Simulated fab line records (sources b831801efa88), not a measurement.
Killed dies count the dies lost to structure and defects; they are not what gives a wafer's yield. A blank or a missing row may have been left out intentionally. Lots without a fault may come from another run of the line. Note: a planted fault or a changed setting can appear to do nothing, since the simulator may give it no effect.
fab line records ; flow sky130
record: lots: 7; wafers: 21; lastDay: 52
route steps=708 shown VIA1@467 PAD_OPEN@708
lots that met no fault: from a run of the same line without faults
startH: the number of hours between the record's first day and the start of the first shown wafer of the lot ; waitH: time in hours since the lot's previous step ; " repeats the value in the row above ; L1.1+2: several wafers, shown together as one row ; - no value, or no start given ; * or withheld: withheld ; < > ~ a bound
route shown NAME@n: NAME is a module with steps in the file, n the number in the route of the first one ; usual: mean/standard deviation taken from wafers without a fault ; same: alike in all rows ; chamber/n: place in a boat ; sites: each site's reading ; _std_site: standard deviation of those values ; _edge_site: outer sites' mean less inner sites' ; radiusMm: how far each site lies from the wafer's centre ; mask NAME#n: copy n ; behind: tool/chamber where the wafer was last shaped ; hold: reason for holding the lot/hours on hold/outcome of the hold ; device: names the non-switching transistor (n, p or np) ; end of line: the route-end tests of the same wafers ; a step without rows: its recipe alone ; killed: dies lost to structure and defects at the first sort, not the wafer's yield ; map: dies across one wafer; x = killed, . = not, _ = none there
set.NAME: setting as actually run; set.NAME@STEP: the setting as run at that earlier step ; model.NAME: the simulator's own value behind a step, which no gauge read
a table for each step, a row for each wafer; lots at some steps of the route
services: a tool's chamber out of use, with start hour (startH, from the record's first day; less than 0 if before it), hours out, and reason
== steps ==
step: SKY_VIA1_EXPOSE_09
recipe: maskId: VIM; na: 0.8; sourceShape: annular; sigmaInner: 0.55; sigmaOuter: 0.85; targetCdNm: 150; doseMj: 38
step: SKY_VIA1_PEB_10
recipe: pebTempC: withheld; pebTimeS: withheld; resist: KrF-thick
step: SKY_VIA1_DEVELOP_11
recipe: developTimeS: 60; resist: KrF-thick; devTempC: 21
step: SKY_VIA1_CD_MEAS_12
recipe: targetCdNm: 150
usual: cdNm: 149.8/1.8
lot.wafer;tool;chamber;startH;waitH;cdNm
L146.4;cdSem-01;-;742.70;-;149.3
L146.5;cdSem-01;-;742.70;-;151.0
L146.6;cdSem-01;-;742.70;-;149.9
L151.2;cdSem-02;-;769.66;-;147.5
L151.3;cdSem-02;-;769.66;-;147.5
L151.6;cdSem-02;-;769.66;-;149.8
L159.2;cdSem-01;-;817.76;-;149.1
L159.5;cdSem-01;-;817.76;-;148.5
L159.6;cdSem-01;-;817.76;-;149.7
L160.2;cdSem-01;-;819.46;-;145.1
L160.3;cdSem-01;-;819.46;-;148.5
L160.5;cdSem-01;-;819.46;-;146.4
L161.3;cdSem-01;-;829.58;-;148.4
L161.4;cdSem-01;-;829.58;-;150.7
L161.6;cdSem-01;-;829.58;-;148.9
L166.1;cdSem-02;-;1027.56;-;148.0
L166.5;cdSem-02;-;1027.56;-;149.0
L166.6;cdSem-02;-;1027.56;-;149.0
L169.1;cdSem-01;-;1035.54;-;150.5
L169.4;cdSem-01;-;1035.54;-;150.0
L169.6;cdSem-01;-;1035.54;-;150.4
step: SKY_VIA1_OVL_MEAS_13
usual: VIA1_OVL: 0/5.6
lot.wafer;tool;chamber;startH;waitH;VIA1_OVL[nm]
L146.4;overlay-01;-;742.78;0.1;-5
L146.5;overlay-01;-;742.78;0.1;-12
L146.6;overlay-01;-;742.78;0.1;-6
L151.2;overlay-01;-;769.76;0.1;-5
L151.3;overlay-01;-;769.76;0.1;-1
L151.6;overlay-01;-;769.76;0.1;0
L159.2;overlay-02;-;817.86;0.1;3
L159.5;overlay-02;-;817.86;0.1;1
L159.6;overlay-02;-;817.86;0.1;-5
L160.2;overlay-02;-;819.56;0.1;-1
L160.3;overlay-02;-;819.56;0.1;1
L160.5;overlay-02;-;819.56;0.1;4
L161.3;overlay-02;-;829.67;0.1;-4
L161.4;overlay-02;-;829.67;0.1;-3
L161.6;overlay-02;-;829.67;0.1;0
L166.1;overlay-01;-;1027.68;0.1;1
L166.5;overlay-01;-;1027.68;0.1;-3
L166.6;overlay-01;-;1027.68;0.1;-3
L169.1;overlay-02;-;1035.66;0.1;-2
L169.4;overlay-02;-;1035.66;0.1;4
L169.6;overlay-02;-;1035.66;0.1;5
step: SKY_VIA1_ETCH_14
recipe: chemistry: N2/H2; target: BARC; ionEnergyEv: 200; sourceW: 500; biasW: 100; pressureMtorr: 30; n2FlowSccm: 100; h2FlowSccm: 200; stopOn: SiO2; timeS: 45.9; targetDepthA: 600
usual: drypumpMotorCurrentA: 5.6/0.62; oesProductAu: 0.855/0.0046; throttleValvePct: 13.225/0.0096
lot.wafer;tool;chamber;startH;waitH;drypumpMotorCurrentA;oesProductAu;rfHoursCounterH;throttleValvePct
L146.4;rieDiel-01;1;742.81;0.0;6.1;0.855;-;13.206
L146.5;rieDiel-01;0;742.81;0.0;5.3;0.851;-;13.230
L146.6;rieDiel-01;3;742.81;0.0;4.7;0.850;-;13.227
L151.2;rieDiel-01;2;769.79;0.0;6.5;0.857;0;13.236
L151.3;rieDiel-01;0;769.79;0.0;5.3;0.853;22;13.232
L151.6;rieDiel-01;0;769.79;0.0;5.3;0.849;-;13.232
L159.2;rieDiel-01;3;817.89;0.0;4.6;0.856;14;13.229
L159.5;rieDiel-01;1;817.89;0.0;6.2;0.851;-;13.235
L159.6;rieDiel-01;0;817.89;0.0;5.3;0.857;-;13.220
L160.2;rieDiel-04;3;819.59;0.0;5.8;0.858;15;13.229
L160.3;rieDiel-04;0;819.59;0.0;6.5;0.854;6;13.230
L160.5;rieDiel-04;0;819.59;0.0;6.4;0.856;-;13.230
L161.3;rieDiel-01;2;829.69;0.0;6.5;0.856;1;13.229
L161.4;rieDiel-01;1;829.69;0.0;6.2;0.855;17;13.248
L161.6;rieDiel-01;3;829.69;0.0;4.6;0.853;-;13.231
L166.1;rieDiel-04;0;1027.72;0.0;6.4;0.857;12;13.234
L166.5;rieDiel-04;0;1027.72;0.0;6.4;0.851;-;13.218
L166.6;rieDiel-04;3;1027.72;0.0;5.8;0.858;-;13.220
L169.1;rieDiel-04;1;1035.69;0.0;6.3;0.861;3;13.209
L169.4;rieDiel-04;3;1035.69;0.0;5.8;0.855;-;13.237
L169.6;rieDiel-04;2;1035.69;0.0;5.2;0.862;-;13.225
step: SKY_VIA1_ETCH_15
recipe: target: SiO2; chemistry: C4F8/O2/Ar; targetDepthNm: 351; stopOn: TiN; maskMaterial: KrF-thick; sourceW: 1500; biasW: 1200; pressureMtorr: 40; c4f8FlowSccm: withheld; O2_flow_sccm: 6; Ar_flow_sccm: 300; timeS: 54
usual: oesProductAu: 0.981/0.0052
lot.wafer;tool;chamber;startH;waitH;oesProductAu;rfHoursCounterH
L146.4;rieDiel-01;1;742.86;0.0;0.985;-
L146.5;rieDiel-01;0;742.86;0.0;0.980;-
L146.6;rieDiel-01;3;742.86;0.0;0.981;-
L151.2;rieDiel-01;2;769.83;0.0;0.980;0
L151.3;rieDiel-01;0;769.83;0.0;0.974;22
L151.6;rieDiel-01;0;769.83;0.0;0.983;-
L159.2;rieDiel-01;3;817.93;0.0;0.986;14
L159.5;rieDiel-01;1;817.93;0.0;0.974;-
L159.6;rieDiel-01;0;817.93;0.0;0.978;-
L160.2;rieDiel-04;3;819.64;0.0;0.982;15
L160.3;rieDiel-04;0;819.64;0.0;0.980;6
L160.5;rieDiel-04;0;819.64;0.0;0.982;-
L161.3;rieDiel-01;2;829.73;0.0;0.984;1
L161.4;rieDiel-01;1;829.73;0.0;0.974;17
L161.6;rieDiel-01;3;829.73;0.0;0.979;-
L166.1;rieDiel-04;0;1027.76;0.0;0.969;12
L166.5;rieDiel-04;0;1027.76;0.0;0.974;-
L166.6;rieDiel-04;3;1027.76;0.0;0.987;-
L169.1;rieDiel-04;1;1035.74;0.0;0.981;3
L169.4;rieDiel-04;3;1035.74;0.0;0.993;-
L169.6;rieDiel-04;2;1035.74;0.0;0.979;-
step: SKY_VIA1_STRIP_16
recipe: chemistry: O2/N2; powerW: 1400; pressureMtorr: 1500; platenTempC: withheld; o2FlowSccm: 3000; n2FlowSccm: 300; overashFraction: 0.5
usual: drypumpMotorCurrentA: 5.8/0.33; oesProductAu: 0.416/0.0045; stripTimeToEndpointS: 4.471/0.025
lot.wafer;tool;chamber;startH;waitH;drypumpMotorCurrentA;oesProductAu;rfHoursCounterH;stripTimeToEndpointS
L146.4;plasmaAsher-03;1;742.92;0.0;6.2;0.419;-;4.457
L146.5;plasmaAsher-03;0;742.92;0.0;5.8;0.419;-;4.469
L146.6;plasmaAsher-03;1;742.92;0.0;6.2;0.414;-;4.464
L151.2;plasmaAsher-03;0;769.88;0.0;5.8;0.407;94;4.459
L151.3;plasmaAsher-03;1;769.88;0.0;6.2;0.413;-;4.484
L151.6;plasmaAsher-03;0;769.88;0.0;5.8;0.419;-;4.509
L159.2;plasmaAsher-01;1;817.98;0.0;6.1;0.415;63;4.447
L159.5;plasmaAsher-01;0;817.98;0.0;5.2;0.411;-;4.466
L159.6;plasmaAsher-01;1;817.98;0.0;6.1;0.414;-;4.465
L160.2;plasmaAsher-01;0;819.68;0.0;5.2;0.414;63;4.447
L160.3;plasmaAsher-01;1;819.68;0.0;6.0;0.419;-;4.449
L160.5;plasmaAsher-01;1;819.68;0.0;6.0;0.413;-;4.450
L161.3;plasmaAsher-01;1;829.81;0.1;6.1;0.413;-;4.408
L161.4;plasmaAsher-01;0;829.81;0.1;5.3;0.411;-;4.421
L161.6;plasmaAsher-01;0;829.81;0.1;5.2;0.421;-;4.428
L166.1;plasmaAsher-03;1;1027.81;0.0;6.2;0.411;121;4.453
L166.5;plasmaAsher-03;0;1027.81;0.0;5.8;0.413;-;4.433
L166.6;plasmaAsher-03;1;1027.81;0.0;6.2;0.416;-;4.440
L169.1;plasmaAsher-02;1;1035.78;0.0;6.0;0.408;60;4.471
L169.4;plasmaAsher-02;1;1035.78;0.0;6.0;0.417;-;4.451
L169.6;plasmaAsher-02;0;1035.78;0.0;6.0;0.418;-;4.506
step: SKY_VIA1_STRIP_17
recipe: chemistry: postEtchResidueRemover; timeS: 1200; tempC: 72.5
step: SKY_VIA1_CLEAN_18
recipe: chemistry: IPA; timeS: 180; tempC: 25
step: SKY_VIA1_CLEAN_19
recipe: chemistry: O3/DIW; dry: n2Spin
step: SKY_VIA1_SPUTTER_20
recipe: material: TiN; targetThkNm: 20; chamberPressurePa: 5; powerW: 4000; timeS: 80
usual: throttleValvePct: 29.5/1.3
lot.wafer;tool;chamber;startH;waitH;throttleValvePct
L146.4;pvdSputter-01;-;743.47;0.0;29.1
L146.5;pvdSputter-01;-;743.47;0.0;31.4
L146.6;pvdSputter-01;-;743.47;0.0;29.2
L151.2;pvdSputter-04;-;770.47;0.0;28.1
L151.3;pvdSputter-04;-;770.47;0.0;31.9
L151.6;pvdSputter-04;-;770.47;0.0;32.0
L159.2;pvdSputter-01;-;818.61;0.0;30.7
L159.5;pvdSputter-01;-;818.61;0.0;28.9
L159.6;pvdSputter-01;-;818.61;0.0;31.6
L160.2;pvdSputter-04;-;820.28;0.0;28.1
L160.3;pvdSputter-04;-;820.28;0.0;28.2
L160.5;pvdSputter-04;-;820.28;0.0;28.2
L161.3;pvdSputter-03;-;830.37;0.0;28.5
L161.4;pvdSputter-03;-;830.37;0.0;28.8
L161.6;pvdSputter-03;-;830.37;0.0;29.1
L166.1;pvdSputter-03;-;1028.51;0.0;28.6
L166.5;pvdSputter-03;-;1028.51;0.0;28.5
L166.6;pvdSputter-03;-;1028.51;0.0;29.3
L169.1;pvdSputter-03;-;1036.37;0.0;28.6
L169.4;pvdSputter-03;-;1036.37;0.0;29.1
L169.6;pvdSputter-03;-;1036.37;0.0;28.7
step: SKY_VIA1_CVD_21
recipe: material: W; targetThkNm: 270; timeS: 80.902; tempC: 400; pressureTorr: 40
usual: chamberPressureTorr: 40.00/0.079; heaterPowerOuterW: 505/44; heaterPowerW: 826/49
lot.wafer;tool;chamber;startH;waitH;chamberPressureTorr;heaterPowerOuterW;heaterPowerW
L146.4;cvdW-02;0;743.57;0.1;39.97;494;784
L146.5;cvdW-02;0;743.57;0.1;40.07;500;805
L146.6;cvdW-02;1;743.57;0.1;40.05;566;889
L151.2;cvdW-01;1;770.53;0.0;39.97;522;865
L151.3;cvdW-01;1;770.53;0.0;40.03;514;879
L151.6;cvdW-01;1;770.53;0.0;40.00;530;871
L159.2;cvdW-01;1;818.67;0.0;-;-;-
L159.5;cvdW-01;0;818.67;0.0;-;-;-
L159.6;cvdW-01;1;818.67;0.0;-;-;-
L160.2;cvdW-02;1;820.34;0.0;-;-;-
L160.3;cvdW-02;1;820.34;0.0;-;-;-
L160.5;cvdW-02;1;820.34;0.0;-;-;-
L161.3;cvdW-01;1;830.46;0.1;-;-;-
L161.4;cvdW-01;0;830.46;0.1;-;-;-
L161.6;cvdW-01;0;830.46;0.1;-;-;-
L166.1;cvdW-01;0;1028.57;0.0;40.01;422;725
L166.5;cvdW-01;0;1028.57;0.0;39.96;434;717
L166.6;cvdW-01;1;1028.57;0.0;39.95;540;876
L169.1;cvdW-01;0;1036.43;0.0;39.95;413;722
L169.4;cvdW-01;1;1036.43;0.0;39.93;539;849
L169.6;cvdW-01;1;1036.43;0.0;40.04;536;867
step: SKY_VIA1_RS_MEAS_22
recipe: thkMeasGauge: four-point-probe; reads: W_of_VIA1_CVD_21+TiN_of_VIA1_SPUTTER_20
usual: VIA1_W_RS: 0.425/0.005
lot.wafer;tool;chamber;startH;waitH;VIA1_W_RS[ohm/sq]
L146.4;filmMetro-01;-;743.69;0.1;0.425
L146.5;filmMetro-01;-;743.69;0.1;0.428
L146.6;filmMetro-01;-;743.69;0.1;0.427
L151.2;filmMetro-01;-;770.65;0.1;0.428
L151.3;filmMetro-01;-;770.65;0.1;0.419
L151.6;filmMetro-01;-;770.65;0.1;0.425
L159.2;filmMetro-04;-;818.78;0.1;58.234
L159.5;filmMetro-04;-;818.78;0.1;58.572
L159.6;filmMetro-04;-;818.78;0.1;57.717
L160.2;filmMetro-02;-;820.45;0.1;57.844
L160.3;filmMetro-02;-;820.45;0.1;58.302
L160.5;filmMetro-02;-;820.45;0.1;57.909
L161.3;filmMetro-04;-;830.57;0.1;59.571
L161.4;filmMetro-04;-;830.57;0.1;58.460
L161.6;filmMetro-04;-;830.57;0.1;58.563
L166.1;filmMetro-02;-;1028.66;0.1;0.419
L166.5;filmMetro-02;-;1028.66;0.1;0.417
L166.6;filmMetro-02;-;1028.66;0.1;0.422
L169.1;filmMetro-02;-;1036.53;0.1;0.419
L169.4;filmMetro-02;-;1036.53;0.1;0.424
L169.6;filmMetro-02;-;1036.53;0.1;0.420
step: SKY_VIA1_THK_MEAS_23
recipe: thkMeasGauge: xrf; reads: W_of_VIA1_CVD_21
usual: VIA1_W_THK: 264/3.4
lot.wafer;tool;chamber;startH;waitH;VIA1_W_THK[nm]
L146.4;filmMetro-01;-;743.78;0.1;263
L146.5;filmMetro-01;-;743.78;0.1;262
L146.6;filmMetro-01;-;743.78;0.1;264
L151.2;filmMetro-01;-;770.76;0.1;265
L151.3;filmMetro-01;-;770.76;0.1;269
L151.6;filmMetro-01;-;770.76;0.1;268
L159.2;filmMetro-04;-;818.89;0.1;<0
L159.5;filmMetro-04;-;818.89;0.1;<0
L159.6;filmMetro-04;-;818.89;0.1;<0
L160.2;filmMetro-02;-;820.56;0.1;<0
L160.3;filmMetro-02;-;820.56;0.1;<0
L160.5;filmMetro-02;-;820.56;0.1;<0
L161.3;filmMetro-04;-;830.67;0.1;<0
L161.4;filmMetro-04;-;830.67;0.1;<0
L161.6;filmMetro-04;-;830.67;0.1;<0
L166.1;filmMetro-02;-;1028.78;0.1;268
L166.5;filmMetro-02;-;1028.78;0.1;267
L166.6;filmMetro-02;-;1028.78;0.1;267
L169.1;filmMetro-02;-;1036.65;0.1;267
L169.4;filmMetro-02;-;1036.65;0.1;265
L169.6;filmMetro-02;-;1036.65;0.1;267
step: SKY_VIA1_CMP_24
recipe: stopOn: SiO2; tOverpolishS: 15; downForcePsi: 3.5; platenRpm: 60; targetThkNm: 0; padVelocityMS: 0.94248
usual: motorCurrentA: 10.8/0.91; timeToEndpointS: 64.5/2.8
lot.wafer;tool;chamber;startH;waitH;motorCurrentA;timeToEndpointS
L146.4;cmp-02;0;743.96;0.2;11.5;65.4
L146.5;cmp-02;1;743.96;0.2;9.7;67.3
L146.6;cmp-02;2;743.96;0.2;12.2;64.4
L151.2;cmp-01;3;770.91;0.1;11.4;60.1
L151.3;cmp-01;0;770.91;0.1;9.6;62.6
L151.6;cmp-01;2;770.91;0.1;10.4;63.0
L159.2;cmp-02;3;819.09;0.2;10.7;2.7
L159.6;cmp-02;0;819.09;0.2;10.5;2.5
L159.5;cmp-02;1;819.09;0.2;9.6;4.1
L160.3;cmp-01;0;820.61;0.0;9.6;5.7
L160.2;cmp-01;2;820.61;0.0;10.4;1.8
L160.5;cmp-01;0;820.61;0.0;9.4;4.7
L161.3;cmp-02;2;830.81;0.1;12.9;0.8
L161.4;cmp-02;3;830.81;0.1;10.7;2.4
L161.6;cmp-02;0;830.81;0.1;11.1;1.9
L166.1;cmp-02;0;1028.99;0.2;10.7;62.5
L166.6;cmp-02;1;1028.99;0.2;10.0;66.5
L166.5;cmp-02;2;1028.99;0.2;12.7;63.4
L169.4;cmp-02;3;1036.71;0.0;10.9;66.7
L169.1;cmp-02;1;1036.71;0.0;9.8;68.7
L169.6;cmp-02;3;1036.71;0.0;10.5;67.5
step: SKY_PAD_OPEN_PROBE_99
usual: defectLimitedYield: 82.5/1.9; killed_at_M0_to_M3: 43/7; killed_at_M4_up: 2.7/1.6; killedAtContacts: 24/5.3; killedAtFrontEnd: 16/4.6; killedAtOther: 0.3/0.53; killedDies: 86/9.3; killedOnRim: 17/4; killedOpen: 47/6.9; killedShort: 38/6.1; sort_bin_3_pad_short: 0.9/0.4; sort_bin_5_function: 10.3/1.4; sort_bin_6_memory: 6.3/1.1; sortNPass: 406/9.3; sortYieldPct: 82.5/1.9
same: grossDies: 492; killedAtBackSide: 0; sort_bin_4_leakage[%]: 0; sort_bin_8_speed[%]: 0
lot.wafer;tool;chamber;startH;waitH;defectLimitedYield[%];killed_at_M0_to_M3;killed_at_M4_up;killedAtContacts;killedAtFrontEnd;killedAtOther;killedDies;killedOnRim;killedOpen;killedShort;sort_bin_3_pad_short[%];sort_bin_5_function[%];sort_bin_6_memory[%];sortNPass;sortYieldPct[%]
L151.2;prober-01;-;1061.04;0.1;84.8;36;1;21;16;1;75;12;32;43;0.4;10.2;4.7;417;84.8
L151.3;prober-01;-;1061.09;0.2;84.6;37;4;23;11;1;76;15;40;36;1.4;7.3;6.7;416;84.6
L151.6;prober-01;-;1061.24;0.2;84.6;44;4;15;13;0;76;19;39;37;0.6;8.1;6.7;416;84.6
L159.2;prober-02;-;1097.75;0.1;0;448;4;16;24;0;492;96;37;47;1.0;92.9;6.1;0;0
L159.5;prober-02;-;1097.90;0.2;0;452;4;20;16;0;492;96;35;41;1.0;92.9;6.1;0;0
L159.6;prober-02;-;1097.95;0.2;0;448;2;27;15;0;492;96;55;40;1.4;90.4;8.1;0;0
L160.2;prober-01;-;1098.96;0.1;0;454;4;25;9;0;492;96;46;32;0.8;93.5;5.7;0;0
L160.3;prober-01;-;1099.01;0.2;0;456;3;23;10;0;492;96;44;43;0.6;93.1;6.3;0;0
L160.5;prober-01;-;1099.11;0.2;0;451;1;29;11;0;492;96;48;35;1.2;92.1;6.7;0;0
L161.3;prober-02;-;1103.96;0.2;0;446;2;28;16;0;492;96;57;35;0.6;92.1;7.3;0;0
L161.4;prober-02;-;1104.01;0.2;0;448;2;26;16;0;492;96;45;39;0.8;94.3;4.9;0;0
L161.6;prober-02;-;1104.11;0.2;0;445;3;27;17;0;492;96;46;37;1.0;92.5;6.5;0;0
killed by level:class
L151.2 VIA1:geometricParticle:open=9 METAL1:geometricParticle:short=6 POLY_GATE:geometricParticle:short=6 CONTACT:geometricParticle:open=6 FIELD_ISO:geometricParticle:short=5 CONTACT:geometricParticle:short=5 VIA1:geometricParticle:short=5 LOCAL_INTERCONNECT:geometricParticle:short=4
L151.3 VIA1:geometricParticle:open=10 LOCAL_INTERCONNECT:geometricParticle:short=7 FIELD_ISO:geometricParticle:open=6 VIA3:geometricParticle:open=5 CONTACT:geometricParticle:open=5 LI_CONTACT:geometricParticle:open=4 CONTACT:geometricParticle:short=4 VIA1:geometricParticle:short=4
L151.6 CONTACT:geometricParticle:open=10 METAL1:geometricParticle:short=9 VIA1:geometricParticle:short=8 VIA1:geometricParticle:open=7 VIA3:geometricParticle:open=7 VIA2:geometricParticle:open=4 FIELD_ISO:geometricParticle:open=3 VIA2:geometricParticle:short=3
L159.2 VIA1:areaCvd=408 VIA2:geometricParticle:open=8 METAL1:geometricParticle:short=8 FIELD_ISO:geometricParticle:open=7 CONTACT:geometricParticle:short=7 VIA3:geometricParticle:open=5 POLY_GATE:geometricParticle:short=4 POLY_GATE:geometricParticle:open=4
L159.5 VIA1:areaCvd=416 VIA1:geometricParticle:open=8 METAL2:geometricParticle:short=8 LOCAL_INTERCONNECT:geometricParticle:short=5 LI_CONTACT:geometricParticle:open=5 METAL1:geometricParticle:short=5 VIA2:geometricParticle:short=5 FIELD_ISO:geometricParticle:open=4
L159.6 VIA1:areaCvd=397 VIA1:geometricParticle:open=13 CONTACT:geometricParticle:open=11 LI_CONTACT:geometricParticle:open=8 METAL2:geometricParticle:short=8 METAL1:geometricParticle:short=7 VIA3:geometricParticle:open=7 POLY_GATE:geometricParticle:open=5
L160.2 VIA1:areaCvd=414 VIA1:geometricParticle:open=10 LI_CONTACT:geometricParticle:open=9 CONTACT:geometricParticle:open=8 METAL1:geometricParticle:short=6 VIA3:geometricParticle:open=6 VIA2:geometricParticle:open=5 LOCAL_INTERCONNECT:geometricParticle:short=4
L160.3 VIA1:areaCvd=405 VIA1:geometricParticle:open=10 CONTACT:geometricParticle:open=7 VIA3:geometricParticle:open=7 LI_CONTACT:geometricParticle:open=6 VIA1:geometricParticle:short=6 VIA2:geometricParticle:open=6 METAL2:geometricParticle:short=5
L160.5 VIA1:areaCvd=409 VIA1:geometricParticle:open=13 LI_CONTACT:geometricParticle:open=9 CONTACT:geometricParticle:open=9 METAL1:geometricParticle:short=6 CONTACT:geometricParticle:short=5 VIA1:geometricParticle:short=5 FIELD_ISO:geometricParticle:short=4
L161.3 VIA1:areaCvd=400 VIA3:geometricParticle:open=14 CONTACT:geometricParticle:open=11 VIA1:geometricParticle:open=11 LI_CONTACT:geometricParticle:open=8 VIA2:geometricParticle:open=6 POLY_GATE:geometricParticle:short=5 METAL2:geometricParticle:short=5
L161.4 VIA1:areaCvd=408 CONTACT:geometricParticle:open=10 CONTACT:geometricParticle:short=9 METAL1:geometricParticle:short=8 VIA1:geometricParticle:short=7 VIA1:geometricParticle:open=7 FIELD_ISO:geometricParticle:open=6 VIA3:geometricParticle:open=5
L161.6 VIA1:areaCvd=409 LI_CONTACT:geometricParticle:open=11 CONTACT:geometricParticle:open=11 VIA3:geometricParticle:open=8 FIELD_ISO:geometricParticle:short=5 VIA2:geometricParticle:open=5 POLY_GATE:geometricParticle:short=5 METAL3:geometricParticle:short=5
map L159.2 (x killed, . not)
__________xxxxxxxxxx_________
________xxxxxxxxxxxxxx_______
______xxxxxxxxxxxxxxxxxx_____
_____xxxxxxxxxxxxxxxxxxxx____
____xxxxxxxxxxxxxxxxxxxxxx___
___xxxxxxxxxxxxxxxxxxxxxxxx__
__xxxxxxxxxxxxxxxxxxxxxxxxxx_
_xxxxxxxxxxxxxxxxxxxxxxxxxxxx
_xxxxxxxxxxxxxxxxxxxxxxxxxxxx
_xxxxxxxxxxxxxxxxxxxxxxxxxxxx
_xxxxxxxxxxxxxxxxxxxxxxxxxxxx
_xxxxxxxxxxxxxxxxxxxxxxxxxxxx
_xxxxxxxxxxxxxxxxxxxxxxxxxxxx
_xxxxxxxxxxxxxxxxxxxxxxxxxxxx
_xxxxxxxxxxxxxxxxxxxxxxxxxxxx
__xxxxxxxxxxxxxxxxxxxxxxxxxx_
___xxxxxxxxxxxxxxxxxxxxxxxx__
____xxxxxxxxxxxxxxxxxxxxxx___
_____xxxxxxxxxxxxxxxxxxxx____
______xxxxxxxxxxxxxxxxxx_____
________xxxxxxxxxxxxxx_______
__________xxxxxxxxxx_________
map L160.2 (x killed, . not)
__________xxxxxxxxxx_________
________xxxxxxxxxxxxxx_______
______xxxxxxxxxxxxxxxxxx_____
_____xxxxxxxxxxxxxxxxxxxx____
____xxxxxxxxxxxxxxxxxxxxxx___
___xxxxxxxxxxxxxxxxxxxxxxxx__
__xxxxxxxxxxxxxxxxxxxxxxxxxx_
_xxxxxxxxxxxxxxxxxxxxxxxxxxxx
_xxxxxxxxxxxxxxxxxxxxxxxxxxxx
_xxxxxxxxxxxxxxxxxxxxxxxxxxxx
_xxxxxxxxxxxxxxxxxxxxxxxxxxxx
_xxxxxxxxxxxxxxxxxxxxxxxxxxxx
_xxxxxxxxxxxxxxxxxxxxxxxxxxxx
_xxxxxxxxxxxxxxxxxxxxxxxxxxxx
_xxxxxxxxxxxxxxxxxxxxxxxxxxxx
__xxxxxxxxxxxxxxxxxxxxxxxxxx_
___xxxxxxxxxxxxxxxxxxxxxxxx__
____xxxxxxxxxxxxxxxxxxxxxx___
_____xxxxxxxxxxxxxxxxxxxx____
______xxxxxxxxxxxxxxxxxx_____
________xxxxxxxxxxxxxx_______
__________xxxxxxxxxx_________
== services ==
tool;chamber;startH;hours;kind
cmp-01;-;720.80;1.0;repair
pvdSputter-03;-;743.35;4.5;repair
cmp-02;-;744.11;4.0;pm
pvdSputter-01;-;766.60;15.7;repair
cvdW-01;-;820.61;0.6;repair
rieDiel-04;2;831.35;3.2;repair
pvdSputter-03;-;847.33;1.7;repair
cmp-02;-;852.25;0.3;repair
rieDiel-01;3;854.52;3.5;repair
plasmaAsher-01;-;870.36;0.9;repair
cvdW-01;-;879.87;0.5;repair
cmp-02;-;899.48;7.5;pm
cvdW-01;-;904.00;14.0;pm
rieDiel-01;-;949.29;1.0;repair
plasmaAsher-01;-;956.78;0.7;repair
cvdW-01;-;985.43;0.9;repair
rieDiel-01;0;989.74;20.7;repair
rieDiel-01;-;989.89;1.6;repair
rieDiel-01;-;991.54;0.7;repair
rieDiel-01;2;995.97;1.2;repair
cmp-02;-;1009.75;2.4;repair
rieDiel-01;2;1010.36;4.6;repair
plasmaAsher-01;-;1021.54;10.0;pm
rieDiel-01;1;1036.40;5.5;repair
== key ==
firstSign: step: SKY_VIA1_CVD_21; reading: toolRecord; direction: missing
effect: step: SKY_VIA1_RS_MEAS_22; reading: VIA1_W_RS; direction: up; sigmas: 99+; usual: 0.425; struck: 58.352
effect: step: SKY_VIA1_THK_MEAS_23; reading: VIA1_W_THK; direction: down; sigmas: 77; usual: 264; struck: <0
effect: step: SKY_VIA1_CMP_24; reading: timeToEndpointS; direction: down; sigmas: 22; usual: *; struck: *
effect: step: SKY_PAD_OPEN_PROBE_99; reading: sort_bin_5_function; direction: up; sigmas: 59; usual: 10.3; struck: 92.6
moreKillsBornAt: SKY_VIA1_CVD_21@cvdW-01: 2428; SKY_VIA1_CVD_21@cvdW-02: 1223
metAt SKY_VIA1_CVD_21
struckWafers L159.2,L159.5,L159.6,L160.2,L160.3,L160.5,L161.3,L161.4,L161.6
laterRowsLeftOut L159.2,L159.5,L159.6,L160.2,L160.3,L160.5,L161.3,L161.4,L161.6
onsetBetween 770.53 818.67
fault: kind: skippedStepWhole; tool: cvdW-01,cvdW-02; chamber: -; onsetH: 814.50; steps: SKY_VIA1_CVD_21; scope: struckLotsOnly
laterRowsLeftOut: the simulator's readings of these wafers behind a module that went badly wrong aren't trusted and aren't shown, but for the sort
